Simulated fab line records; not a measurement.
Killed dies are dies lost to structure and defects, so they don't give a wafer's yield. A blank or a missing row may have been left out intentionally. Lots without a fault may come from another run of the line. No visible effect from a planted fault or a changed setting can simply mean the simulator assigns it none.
fab line records	flow sky130
record: lots: 13	wafers: 39	lastDay: 50
route steps=708 shown VIA3@593 METAL4@600 VIA4@657 PAD_OPEN@707
lots untouched by any fault: they come from a run of this same line in which no faults occurred
startH: start of the lot's first displayed wafer, in hours after the record's first day	waitH: time in hours since the lot's previous step	" the same as in the row above	L1.1+2: one row covering several wafers at once	- no value, or no start was given	* or withheld: withheld	< > ~ a bound
route shown NAME@n: names a module that has steps shown in the file, with the first one's number in the route	usual: mean/standard deviation of fault-free wafers	same: alike in all rows	chamber/n: place in a boat	sites: the reading at each site	_std_site: their standard deviation	_edge_site: the outer-site mean with the inner-site mean subtracted	radiusMm: for every site, how far away it sits from the centre of the wafer	mask NAME#n: copy n	behind: the last tool/chamber to shape the wafer	hold: cause of the lot's hold/its duration in hours/its outcome	device: names the non-switching transistor (n, p or np)	end of line: the tests these same wafers got at the end of their route	for a step that has no rows: nothing shown but its recipe	killed: at the first sort, the dies lost to defects and structure; wafer yield is something else	map: per-die view of a wafer (x killed, . not killed, _ where there is no die)
set.NAME: setting as actually run; set.NAME@STEP: the setting as run at that earlier step	model.NAME: the simulator's own value behind a step, which no gauge read
the route's steps for a sample of lots (tables are steps, rows are wafers)
services: the hour from which a tool's chamber was out of use, counted from the record's first day as startH (under 0 if before that day), plus the number of hours and why
== steps ==
step: SKY_VIA3_SPUTTER_20
recipe: material: TiN	targetThkNm: 20	chamberPressurePa: 5	powerW: 4000	timeS: 80
usual: throttleValvePct: 29.3/1.1
same: timeS: 80
lot.wafer	tool	chamber	startH	waitH	throttleValvePct
L798.1	pvdSputter-01	-	935.73	0.0	28.6
L798.5	"	-	"	"	29.3
L798.6	"	-	"	"	29.5
L799.2	pvdSputter-02	-	936.10	0.0	32.1
L799.3	"	-	"	"	29.4
L799.5	"	-	"	"	28.7
L800.1	pvdSputter-01	-	939.76	0.0	28.7
L800.5	"	-	"	"	29.4
L800.6	"	-	"	"	29.2
L801.1	pvdSputter-01	-	947.70	0.0	29.9
L801.2	"	-	"	"	28.6
L801.5	"	-	"	"	29.5
L802.1	pvdSputter-04	-	953.84	0.0	28.6
L802.5	"	-	"	"	29.6
L802.6	"	-	"	"	31.0
L804.1	pvdSputter-04	-	969.12	0.0	27.4
L804.5	"	-	"	"	29.5
L804.6	"	-	"	"	31.4
L805.2	pvdSputter-02	-	983.83	0.0	28.5
L805.3	"	-	"	"	29.2
L805.6	"	-	"	"	29.2
L806.1	pvdSputter-02	-	989.72	0.0	29.0
L806.5	"	-	"	"	29.2
L806.6	"	-	"	"	32.1
L809.1	pvdSputter-01	-	1029.80	0.0	29.7
L809.3	"	-	"	"	28.0
L809.6	"	-	"	"	28.6
L812.2	pvdSputter-01	-	1043.40	0.0	28.1
L812.5	"	-	"	"	27.8
L812.6	"	-	"	"	29.6
L811.3	pvdSputter-04	-	1044.70	0.0	27.6
L811.5	"	-	"	"	29.9
L811.6	"	-	"	"	31.2
L815.1	pvdSputter-01	-	1057.54	0.0	29.6
L815.3	"	-	"	"	28.1
L815.6	"	-	"	"	29.6
L821.3	pvdSputter-02	-	1090.55	0.0	29.4
L821.5	"	-	"	"	29.3
L821.6	"	-	"	"	29.1
step: SKY_METAL4_SPUTTER_02
recipe: material: AlCu	targetThkNm: 735	powerW: 10600	timeS: 39.1	chamberPressurePa: 0.4
usual: throttleValvePct: 29.7/1.1
same: timeS: 39.1
lot.wafer	tool	chamber	startH	waitH	throttleValvePct
L798.1	pvdSputter-01	-	936.44	0.0	28.6
L798.5	"	-	"	"	28.6
L798.6	"	-	"	"	28.2
L799.2	pvdSputter-03	-	936.82	0.0	29.7
L799.3	"	-	"	"	31.5
L799.5	"	-	"	"	29.3
L800.1	pvdSputter-02	-	940.47	0.0	28.7
L800.5	"	-	"	"	29.0
L800.6	"	-	"	"	29.6
L801.1	pvdSputter-02	-	948.41	0.0	28.6
L801.2	"	-	"	"	32.0
L801.5	"	-	"	"	28.6
L802.1	pvdSputter-03	-	954.55	0.0	29.6
L802.5	"	-	"	"	29.5
L802.6	"	-	"	"	31.2
L804.1	pvdSputter-02	-	969.84	0.0	28.7
L804.5	"	-	"	"	29.3
L804.6	"	-	"	"	29.5
L805.2	pvdSputter-01	-	984.56	0.0	28.0
L805.3	"	-	"	"	29.8
L805.6	"	-	"	"	28.5
L806.1	pvdSputter-03	-	990.43	0.0	29.6
L806.5	"	-	"	"	30.3
L806.6	"	-	"	"	29.1
L809.1	pvdSputter-03	-	1030.51	0.0	29.6
L809.3	"	-	"	"	30.1
L809.6	"	-	"	"	30.5
L812.2	pvdSputter-02	-	1044.11	0.0	32.2
L812.5	"	-	"	"	29.4
L812.6	"	-	"	"	28.6
L811.3	pvdSputter-02	-	1045.41	0.0	32.0
L811.5	"	-	"	"	31.9
L811.6	"	-	"	"	29.5
L815.1	pvdSputter-02	-	1058.61	0.0	32.1
L815.3	"	-	"	"	29.1
L815.6	"	-	"	"	31.8
L821.3	pvdSputter-01	-	1091.26	0.0	28.7
L821.5	"	-	"	"	28.5
L821.6	"	-	"	"	29.4
step: SKY_VIA4_CVD_18
recipe: material: W	targetThkNm: 505	timeS: 152.14	tempC: 400	pressureTorr: 40
usual: heaterPowerW: 833/33
same: timeS: 152.14
lot.wafer	tool	chamber	startH	waitH	heaterPowerW
L798.1	cvdW-01	0	1010.90	0.0	854
L798.5	"	0	"	"	827
L798.6	"	1	"	"	851
L799.2	cvdW-02	0	1012.00	0.0	818
L799.3	"	0	"	"	851
L799.5	"	1	"	"	786
L800.1	cvdW-01	0	1015.61	0.0	862
L800.5	"	1	"	"	881
L800.6	"	0	"	"	846
L801.1	cvdW-02	1	1023.19	0.0	765
L801.2	"	0	"	"	844
L801.5	"	0	"	"	842
L802.1	cvdW-02	1	1029.73	0.0	792
L802.5	"	0	"	"	822
L802.6	"	1	"	"	783
L804.1	cvdW-01	1	1042.59	0.0	836
L804.5	"	0	"	"	870
L804.6	"	1	"	"	854
L805.2	cvdW-01	1	1056.03	0.0	826
L805.3	"	0	"	"	841
L805.6	"	0	"	"	869
L806.1	cvdW-01	0	1062.54	0.0	878
L806.5	"	1	"	"	865
L806.6	"	0	"	"	858
L809.1	cvdW-01	1	1098.04	0.0	849
L809.3	"	1	"	"	859
L809.6	"	1	"	"	865
L812.2	cvdW-01	0	1110.10	0.0	848
L812.5	"	1	"	"	867
L812.6	"	0	"	"	858
L811.3	cvdW-02	1	1111.61	0.1	781
L811.5	"	1	"	"	775
L811.6	"	0	"	"	832
L815.1	cvdW-02	0	1122.69	0.0	832
L815.3	"	0	"	"	818
L815.6	"	1	"	"	777
L821.3	cvdW-02	0	1152.80	0.1	853
L821.5	"	0	"	"	862
L821.6	"	1	"	"	797
step: SKY_PAD_OPEN_BOW_MEAS_13
recipe: mode: bow
usual: PAD_OPEN_BOW: 44/9.6
lot.wafer	tool	chamber	startH	waitH	PAD_OPEN_BOW[um]
L798.1	filmMetro-03	-	1080.79	-	46
L798.5	"	-	"	"	28
L798.6	"	-	"	"	31
L799.2	filmMetro-03	-	1083.31	-	44
L799.3	"	-	"	"	42
L799.5	"	-	"	"	36
L800.1	filmMetro-04	-	1085.89	-	48
L800.5	"	-	"	"	40
L800.6	"	-	"	"	43
L801.1	filmMetro-02	-	1093.79	-	40
L801.2	"	-	"	"	42
L801.5	"	-	"	"	53
L802.1	filmMetro-03	-	1096.70	-	51
L802.5	"	-	"	"	48
L802.6	"	-	"	"	48
L804.1	filmMetro-03	-	1109.79	-	47
L804.5	"	-	"	"	50
L804.6	"	-	"	"	46
L805.2	filmMetro-02	-	1121.17	-	21
L805.3	"	-	"	"	38
L805.6	"	-	"	"	30
L806.1	filmMetro-03	-	1127.04	-	42
L806.5	"	-	"	"	49
L806.6	"	-	"	"	28
L809.1	filmMetro-04	-	1159.03	-	46
L809.3	"	-	"	"	30
L809.6	"	-	"	"	40
L812.2	filmMetro-02	-	1170.31	-	59
L812.5	"	-	"	"	48
L812.6	"	-	"	"	37
L811.3	filmMetro-04	-	1172.79	-	60
L811.5	"	-	"	"	45
L811.6	"	-	"	"	48
L815.1	filmMetro-03	-	1181.69	-	47
L815.3	"	-	"	"	60
L815.6	"	-	"	"	53
L821.3	filmMetro-04	-	1207.34	-	48
L821.5	"	-	"	"	45
L821.6	"	-	"	"	47
step: SKY_PAD_OPEN_PROBE_99
usual: defectLimitedYield: 82.9/1.7	killed_at_M0_to_M3: 42/6.7	killed_at_M4_up: 3.4/2	killedAtContacts: 24/5.1	killedAtFrontEnd: 14/4.2	killedAtOther: 0.2/0.49	killedDies: 84/8.4	killedOnRim: 17/3.6	killedOpen: 46/7	killedShort: 39/5.8	sort_bin_3_pad_short: 0.8/0.42	sort_bin_5_function: 10.2/1.3	sort_bin_6_memory: 6.1/1	sortNPass: 408/8.4	sortYieldPct: 82.9/1.7
same: grossDies: 492	killedAtBackSide: 0	sort_bin_4_leakage[%]: 0	sort_bin_8_speed[%]: 0
lot.wafer	tool	chamber	startH	waitH	defectLimitedYield[%]	killed_at_M0_to_M3	killed_at_M4_up	killedAtContacts	killedAtFrontEnd	killedAtOther	killedDies	killedOnRim	killedOpen	killedShort	sort_bin_3_pad_short[%]	sort_bin_5_function[%]	sort_bin_6_memory[%]	sortNPass	sortYieldPct[%]
L799.2	prober-02	-	1083.46	0.1	80.7	48	1	36	10	0	95	16	53	42	1.2	11.8	6.3	397	80.7
L799.3	prober-02	-	1083.51	0.2	81.7	49	4	22	15	0	90	16	39	51	2.0	10.6	5.7	402	81.7
L799.5	prober-02	-	1083.61	0.2	83.5	36	1	28	16	0	81	17	40	41	0.6	11.4	4.5	411	83.5
L802.1	prober-01	-	1096.82	0.1	83.3	42	1	30	9	0	82	14	51	31	0.2	9.1	7.3	410	83.3
L802.5	prober-01	-	1097.02	0.2	81.7	46	4	20	20	0	90	19	42	48	1.2	9.3	7.7	402	81.7
L802.6	prober-01	-	1097.07	0.2	83.5	37	4	25	15	0	81	16	47	34	1.4	8.5	6.5	411	83.5
L806.1	prober-01	-	1127.16	0.1	84.1	37	2	24	15	0	78	15	41	37	1.4	9.6	4.9	414	84.1
L806.5	prober-01	-	1127.36	0.2	83.7	43	1	23	13	0	80	16	43	37	0.6	9.1	6.5	412	83.7
L806.6	prober-01	-	1127.41	0.2	82.9	48	3	25	8	0	84	15	48	36	0.8	10.0	6.3	408	82.9
L809.1	prober-01	-	1159.15	0.1	75.4	35	52	17	17	0	121	24	48	26	2.0	17.1	5.5	371	75.4
L809.3	prober-01	-	1159.25	0.2	73.8	39	52	26	12	0	129	22	50	30	3.3	17.3	5.7	363	73.8
L809.6	prober-01	-	1159.40	0.2	74.2	39	52	20	16	0	127	25	46	33	3.0	14.8	7.9	365	74.2
L812.2	prober-02	-	1170.46	0.1	76.6	29	48	17	21	0	115	27	42	30	3.5	14.6	5.3	377	76.6
L812.5	prober-02	-	1170.61	0.2	75.0	38	53	18	14	0	123	28	45	32	2.6	16.9	5.5	369	75.0
L812.6	prober-02	-	1170.66	0.2	74.8	38	48	26	12	0	124	23	40	37	3.5	16.9	4.9	368	74.8
L821.3	prober-01	-	1207.52	0.2	83.9	43	2	23	11	0	79	12	48	31	0.2	9.8	6.1	413	83.9
L821.5	prober-01	-	1207.62	0.2	79.9	44	6	27	22	0	99	19	63	36	0.4	12.0	7.7	393	79.9
L821.6	prober-01	-	1207.67	0.2	83.3	34	5	25	18	0	82	16	45	37	0.6	11.2	4.9	410	83.3
killed by level:class
L799.2 CONTACT:geometricParticle:open=15 VIA1:geometricParticle:open=13 VIA3:geometricParticle:open=8 LI_CONTACT:geometricParticle:open=7 LOCAL_INTERCONNECT:geometricParticle:short=7 CONTACT:geometricParticle:short=6 VIA2:geometricParticle:open=6 METAL3:geometricParticle:short=6
L799.3 VIA1:geometricParticle:open=10 METAL1:geometricParticle:short=8 CONTACT:geometricParticle:short=7 CONTACT:geometricParticle:open=6 METAL3:geometricParticle:short=6 POLY_GATE:geometricParticle:short=5 METAL2:geometricParticle:short=5 VIA2:geometricParticle:open=5
L799.5 CONTACT:geometricParticle:open=14 METAL1:geometricParticle:short=8 VIA2:geometricParticle:short=6 CONTACT:geometricParticle:short=5 VIA2:geometricParticle:open=5 FIELD_ISO:geometricParticle:open=4 FIELD_ISO:geometricParticle:short=4 LI_CONTACT:geometricParticle:open=4
L802.1 CONTACT:geometricParticle:open=13 VIA1:geometricParticle:open=11 VIA3:geometricParticle:open=11 LI_CONTACT:geometricParticle:open=6 METAL1:geometricParticle:short=5 LI_CONTACT:geometricParticle:short=4 CONTACT:geometricParticle:short=4 METAL2:geometricParticle:short=4
L802.5 VIA3:geometricParticle:open=9 LI_CONTACT:geometricParticle:open=6 POLY_GATE:geometricParticle:open=6 LOCAL_INTERCONNECT:geometricParticle:short=6 VIA1:geometricParticle:short=6 VIA1:geometricParticle:open=6 VIA2:geometricParticle:short=5 CONTACT:geometricParticle:open=5
L802.6 VIA1:geometricParticle:open=11 CONTACT:geometricParticle:open=7 CONTACT:geometricParticle:short=6 LI_CONTACT:geometricParticle:open=6 VIA3:geometricParticle:open=6 METAL1:geometricParticle:short=4 VIA1:geometricParticle:short=4 FIELD_ISO:geometricParticle:open=3
L806.1 CONTACT:geometricParticle:open=9 VIA1:geometricParticle:open=8 VIA3:geometricParticle:open=6 FIELD_ISO:geometricParticle:open=5 FIELD_ISO:geometricParticle:short=5 LOCAL_INTERCONNECT:geometricParticle:short=5 VIA1:geometricParticle:short=5 METAL2:geometricParticle:short=5
L806.5 LI_CONTACT:geometricParticle:open=11 VIA1:geometricParticle:open=11 METAL2:geometricParticle:short=7 VIA2:geometricParticle:short=5 POLY_GATE:geometricParticle:short=5 VIA3:geometricParticle:open=5 FIELD_ISO:geometricParticle:open=4 CONTACT:geometricParticle:short=4
L806.6 VIA1:geometricParticle:open=11 CONTACT:geometricParticle:open=9 LI_CONTACT:geometricParticle:open=8 VIA2:geometricParticle:open=8 VIA1:geometricParticle:short=6 METAL2:geometricParticle:short=6 METAL1:geometricParticle:short=5 LOCAL_INTERCONNECT:geometricParticle:short=4
L809.1 VIA4:unspecified=47 VIA3:geometricParticle:open=9 CONTACT:geometricParticle:open=7 VIA1:geometricParticle:open=7 VIA2:geometricParticle:open=6 FIELD_ISO:geometricParticle:short=4 LI_CONTACT:geometricParticle:open=4 POLY_GATE:geometricParticle:open=3
L809.3 VIA4:unspecified=49 CONTACT:geometricParticle:open=13 VIA1:geometricParticle:open=10 VIA3:geometricParticle:open=8 CONTACT:geometricParticle:short=6 LI_CONTACT:geometricParticle:open=5 METAL1:geometricParticle:short=5 VIA2:geometricParticle:open=4
L809.6 VIA4:unspecified=48 VIA1:geometricParticle:open=9 CONTACT:geometricParticle:open=7 POLY_GATE:geometricParticle:open=6 CONTACT:geometricParticle:short=6 VIA3:geometricParticle:short=5 FIELD_ISO:geometricParticle:open=4 POLY_GATE:geometricParticle:short=4
L812.2 VIA4:unspecified=43 FIELD_ISO:geometricParticle:open=8 LI_CONTACT:geometricParticle:open=7 VIA1:geometricParticle:open=6 VIA2:geometricParticle:open=6 FIELD_ISO:geometricParticle:short=5 POLY_GATE:geometricParticle:short=5 CONTACT:geometricParticle:open=5
L812.5 VIA4:unspecified=46 VIA1:geometricParticle:open=13 METAL1:geometricParticle:short=9 CONTACT:geometricParticle:open=7 VIA2:geometricParticle:open=6 METAL4:geometricParticle:short=5 FIELD_ISO:geometricParticle:short=4 POLY_GATE:geometricParticle:open=4
L812.6 VIA4:unspecified=47 VIA1:geometricParticle:open=9 METAL2:geometricParticle:short=8 CONTACT:geometricParticle:open=7 VIA2:geometricParticle:open=7 FIELD_ISO:geometricParticle:short=5 LI_CONTACT:geometricParticle:short=5 CONTACT:geometricParticle:short=5
L821.3 VIA1:geometricParticle:open=10 CONTACT:geometricParticle:open=9 VIA2:geometricParticle:open=9 LI_CONTACT:geometricParticle:open=8 METAL1:geometricParticle:short=7 FIELD_ISO:geometricParticle:open=4 METAL3:geometricParticle:short=4 FIELD_ISO:geometricParticle:short=3
L821.5 CONTACT:geometricParticle:open=14 POLY_GATE:geometricParticle:open=9 VIA1:geometricParticle:open=9 VIA3:geometricParticle:open=8 CONTACT:geometricParticle:short=6 VIA1:geometricParticle:short=6 VIA2:geometricParticle:open=6 FIELD_ISO:geometricParticle:short=5
L821.6 CONTACT:geometricParticle:open=12 FIELD_ISO:geometricParticle:short=9 VIA1:geometricParticle:open=8 METAL1:geometricParticle:short=6 VIA2:geometricParticle:open=6 LI_CONTACT:geometricParticle:open=5 CONTACT:geometricParticle:short=5 FIELD_ISO:geometricParticle:open=4
== services ==
tool	chamber	startH	hours	kind
cvdW-02	0	918.00	-	clean
cvdW-02	1	918.00	-	clean
cvdW-01	1	929.28	6.3	repair
pvdSputter-01	-	952.13	3.7	repair
pvdSputter-02	-	980.88	2.7	repair
pvdSputter-03	2	1008.12	-	consumableReplace:kit
pvdSputter-02	1	1030.53	-	consumableReplace:kit
pvdSputter-02	1	1030.53	18.0	scheduledDown
pvdSputter-02	1	1030.53	18.0	ventCycle
pvdSputter-01	3	1041.17	-	consumableReplace:kit
pvdSputter-01	3	1041.17	18.0	scheduledDown
pvdSputter-01	3	1041.17	18.0	ventCycle
pvdSputter-01	-	1047.97	1.6	repair
cvdW-02	0	1063.14	4.8	repair
cvdW-01	-	1063.58	14.6	pm
cvdW-01	-	1078.33	0.5	repair
pvdSputter-01	-	1094.88	6.8	repair
pvdSputter-01	2	1112.36	-	consumableReplace:kit
pvdSputter-01	2	1112.36	18.0	scheduledDown
pvdSputter-01	2	1112.36	18.0	ventCycle
pvdSputter-02	0	1130.90	-	consumableReplace:kit
pvdSputter-02	0	1130.90	18.0	scheduledDown
pvdSputter-02	0	1130.90	18.0	ventCycle
pvdSputter-04	-	1152.56	0.8	repair
== key ==
firstSign: step: SKY_PAD_OPEN_PROBE_99	reading: killed_at_M4_up	direction: up	sigmas: 24	usual: 3.4	struck: 50.8
effect: step: SKY_PAD_OPEN_PROBE_99	reading: sort_bin_3_pad_short	direction: up	sigmas: 5.1	usual: 0.8	struck: 3.0
metAt SKY_VIA4_CVD_18
struckLots L809,L812
notActingAt SKY_VIA3_SPUTTER_20,SKY_METAL4_SPUTTER_02,SKY_PAD_OPEN_BOW_MEAS_13
onsetBetween 1062.54 1098.04
fault: kind: chamberParticleSource	tool: cvdW-01	chamber: -	onsetH: 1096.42	steps: SKY_VIA4_CVD_18	ratePerVisitCm2: 0.84699	endH: 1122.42
